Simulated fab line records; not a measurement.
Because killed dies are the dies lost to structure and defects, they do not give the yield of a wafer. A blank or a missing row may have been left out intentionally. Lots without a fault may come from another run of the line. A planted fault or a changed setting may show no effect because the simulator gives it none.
Which tool did it?    flow sky130    43 wafers from 15 lots sampled at 5 of the route's 708 steps

WHAT EACH GAUGE READ, for each wafer
SKY_METAL4_CD_MEAS_13: the cd target is 300 nm. Usual: cd nm at 300.0 nm, with a standard deviation of 1.4.
lot   measured      on         cd nm (nm)         flag
L916  day 41 02:30  cd sem-02  299.1 297.9 299.1  
L918  day 41 21:22  cd sem-02  300.7 299.5 301.8  
L921  day 42 20:11  cd sem-01  302.1 300.8 301.4  
L922  day 43 02:46  cd sem-02  299.1 242.3        OFF
L923  day 43 13:13  cd sem-02  243.8 242.4        OFF
L924  day 43 21:41  cd sem-01  299.0 244.9 298.3  OFF
L931  day 46 16:36  cd sem-02  299.3 299.0 298.6  
L930  day 46 18:43  cd sem-01  299.0 298.5 298.9  
L932  day 46 23:17  cd sem-02  302.0 301.7 303.5  
L934  day 47 08:37  cd sem-02  297.9 299.6 299.1  
L935  day 47 10:44  cd sem-02  302.0 301.0 301.1  
L937  day 47 19:56  cd sem-01  300.8 301.4 300.4  
L936  day 48 00:08  cd sem-02  299.0 299.9 298.7  
L939  day 48 01:05  cd sem-02  298.6 297.8 298.0  
L938  day 48 07:26  cd sem-02  298.7 298.7 298.4  

EACH LOT AND THE TOOL THAT RAN IT (in order: tool; ch and the chambers of the sampled wafers; start)
lot   SKY_CAPM_STRIP_14                     SKY_METAL3_DESCUM_15               SKY_METAL3_METAL_ETCH_18           SKY_METAL4_EXPOSE_10
L916  plasma asher-04 ch 0,1, day 36 15:24  rie metal-01 ch 0,1, day 37 18:35  rie metal-03 ch 0,1, day 37 18:44  krf scanner-02 ch 0, day 40 14:26
L918  plasma asher-04 ch 0,1, day 37 11:23  rie metal-03 ch 0,1, day 38 14:23  rie metal-01 ch 0,1, day 38 14:35  krf scanner-02 ch 0, day 41 08:21
L921  plasma asher-04 ch 0,1, day 38 12:47  rie metal-01 ch 0, day 39 14:27    rie metal-03 ch 1, day 39 14:40    krf scanner-02 ch 0, day 42 08:08
L922  plasma asher-01 ch 0,1, day 38 21:03  rie metal-02 ch 0,1, day 39 22:44  rie metal-01 ch 0,1, day 39 22:53  krf scanner-02 ch 0, day 42 16:26
L923  plasma asher-01 ch 0,1, day 39 09:07  rie metal-01 ch 0,1, day 40 10:47  rie metal-03 ch 0,1, day 40 10:59  krf scanner-02 ch 0, day 43 01:31
L924  plasma asher-04 ch 0,1, day 39 18:10  rie metal-03 ch 0, day 40 19:09    rie metal-02 ch 0,1, day 40 19:18  krf scanner-02 ch 0, day 43 10:08
L931  plasma asher-01 ch 0,1, day 42 20:57  rie metal-01 ch 0,1, day 43 20:23  rie metal-03 ch 1, day 43 20:35    krf scanner-02 ch 0, day 46 05:08
L930  plasma asher-01 ch 0,1, day 42 23:47  rie metal-01 ch 0,1, day 43 23:26  rie metal-03 ch 0,1, day 43 23:38  krf scanner-01 ch 0, day 46 08:20
L932  plasma asher-01 ch 0,1, day 43 06:14  rie metal-03 ch 0,1, day 44 04:48  rie metal-02 ch 0,1, day 44 04:57  krf scanner-01 ch 0, day 46 14:29
L934  plasma asher-03 ch 0,1, day 43 16:54  rie metal-02 ch 0,1, day 44 15:18  rie metal-01 ch 0,1, day 44 15:27  krf scanner-02 ch 0, day 46 22:52
L935  plasma asher-04 ch 0,1, day 43 18:58  rie metal-01 ch 0,1, day 44 16:56  rie metal-03 ch 0,1, day 44 17:05  krf scanner-01 ch 0, day 47 00:28
L937  plasma asher-01 ch 0,1, day 44 05:27  rie metal-01 ch 0,1, day 45 03:02  rie metal-03 ch 0,1, day 45 03:11  krf scanner-01 ch 0, day 47 10:56
L936  plasma asher-03 ch 0,1, day 44 10:41  rie metal-03 ch 0,1, day 45 09:14  rie metal-01 ch 0,1, day 45 09:23  krf scanner-02 ch 0, day 47 15:28
L939  plasma asher-01 ch 0,1, day 44 11:47  rie metal-02 ch 0,1, day 45 09:44  rie metal-03 ch 0,1, day 45 09:53  krf scanner-01 ch 0, day 47 16:16
L938  plasma asher-03 ch 0,1, day 44 18:25  rie metal-01 ch 0,1, day 45 15:46  rie metal-02 ch 0,1, day 45 15:58  krf scanner-01 ch 0, day 47 21:22
- SKY_CAPM_STRIP_14: strips in O2/N2.
- SKY_METAL3_DESCUM_15: chemistry O2, time 8 s.
- SKY_METAL3_METAL_ETCH_18: etches the open film in Cl2/BCl3, stops on SiO2, target depth 845 nm, time 183.1 s.
- SKY_METAL4_EXPOSE_10: exposes mask MM4, target cd 300 nm.

WHAT THE TOOLS THEMSELVES READ (means of the sampled wafers that have a number; where no wafer has one, the mark that the record gives instead)
SKY_CAPM_STRIP_14. Usual: drypump motor current A 5.8 A, standard deviation 0.42; oes product au 0.711 a.u., standard deviation 0.0046; strip time to endpoint s 12.67 s, standard deviation 0.049.
lot   tool             drypump motor current A (A)  oes product au (a.u.)  strip time to endpoint s (s)  flag
L916  plasma asher-04  5.8                          0.710                  12.73                         
L918  plasma asher-04  5.8                          0.714                  12.63                         
L921  plasma asher-04  5.8                          0.714                  12.65                         
L922  plasma asher-01  6.1                          0.712                  12.69                         
L923  plasma asher-01  6.0                          0.708                  12.70                         
L924  plasma asher-04  5.8                          0.711                  12.65                         
L931  plasma asher-01  6.3                          0.711                  12.62                         
L930  plasma asher-01  6.2                          0.711                  12.66                         
L932  plasma asher-01  5.9                          0.707                  12.64                         
L934  plasma asher-03  5.4                          0.710                  12.65                         
L935  plasma asher-04  5.8                          0.712                  12.71                         
L937  plasma asher-01  6.3                          0.705                  12.59                         
L936  plasma asher-03  5.4                          0.710                  12.67                         
L939  plasma asher-01  5.9                          0.711                  12.67                         
L938  plasma asher-03  5.3                          0.712                  12.59                         

SKY_METAL3_DESCUM_15. Usual: drypump motor current A 5.9 A, standard deviation 0.44; oes product au 0.999 a.u., standard deviation 0.0081.
lot   tool          drypump motor current A (A)  oes product au (a.u.)  flag
L916  rie metal-01  5.6                          0.995                  
L918  rie metal-03  6.3                          0.996                  
L921  rie metal-01  5.7                          0.993                  
L922  rie metal-02  5.7                          1.014                  
L923  rie metal-01  5.6                          0.996                  
L924  rie metal-03  6.1                          0.989                  
L931  rie metal-01  5.6                          0.997                  
L930  rie metal-01  5.6                          1.000                  
L932  rie metal-03  6.6                          1.000                  
L934  rie metal-02  5.8                          1.006                  
L935  rie metal-01  5.6                          1.005                  
L937  rie metal-01  5.6                          1.001                  
L936  rie metal-03  6.3                          0.997                  
L939  rie metal-02  5.8                          0.998                  
L938  rie metal-01  5.6                          1.006                  

SKY_METAL3_METAL_ETCH_18. Usual: drypump motor current A 6.1 A, standard deviation 0.5; oes product au 0.868 a.u., standard deviation 0.0062; throttle valve pct 22.263 %, standard deviation 0.008.
lot   tool          drypump motor current A (A)  oes product au (a.u.)  throttle valve pct (%)  flag
L916  rie metal-03  6.3                          0.867                  22.257                  
L918  rie metal-01  5.6                          0.860                  22.265                  
L921  rie metal-03  6.8                          0.866                  22.260                  
L922  rie metal-01  5.6                          0.861                  22.266                  
L923  rie metal-03  6.4                          0.870                  22.261                  
L924  rie metal-02  5.9                          0.866                  22.274                  
L931  rie metal-03  6.8                          0.873                  22.267                  
L930  rie metal-03  6.6                          0.865                  22.262                  
L932  rie metal-02  5.6                          0.873                  22.262                  
L934  rie metal-01  5.6                          0.872                  22.270                  
L935  rie metal-03  6.3                          0.864                  22.262                  
L937  rie metal-03  6.6                          0.865                  22.268                  
L936  rie metal-01  5.6                          0.867                  22.258                  
L939  rie metal-03  6.6                          0.875                  22.265                  
L938  rie metal-02  5.8                          0.872                  22.262                  

THE ANSWER, worked out from the rows above alone
Rule: a lot counts as off when the mean over its wafers that have a number is more than 3 standard deviations away from the usual mean. A lot without any number at a reading at which 4 lots or more have one is off too. The other lots that the step has rows for count as sound. First the gauges in route order, then the tools' own readings, where a lot's mean is used as printed above. At the first step where some lot is off, the reading lying furthest off is the one used; lots without a number count as furthest.
Off at SKY_METAL4_CD_MEAS_13 (cd nm): L922, L923, L924.
A tool fits if, at a process step before that reading, it ran every lot that is off, and no sound lot after the first of them. The gauges at SKY_METAL4_CD_MEAS_13 are tried like those tools. Of those tried, none fits.

WHAT WAS PUT IN BY THE SIMULATOR
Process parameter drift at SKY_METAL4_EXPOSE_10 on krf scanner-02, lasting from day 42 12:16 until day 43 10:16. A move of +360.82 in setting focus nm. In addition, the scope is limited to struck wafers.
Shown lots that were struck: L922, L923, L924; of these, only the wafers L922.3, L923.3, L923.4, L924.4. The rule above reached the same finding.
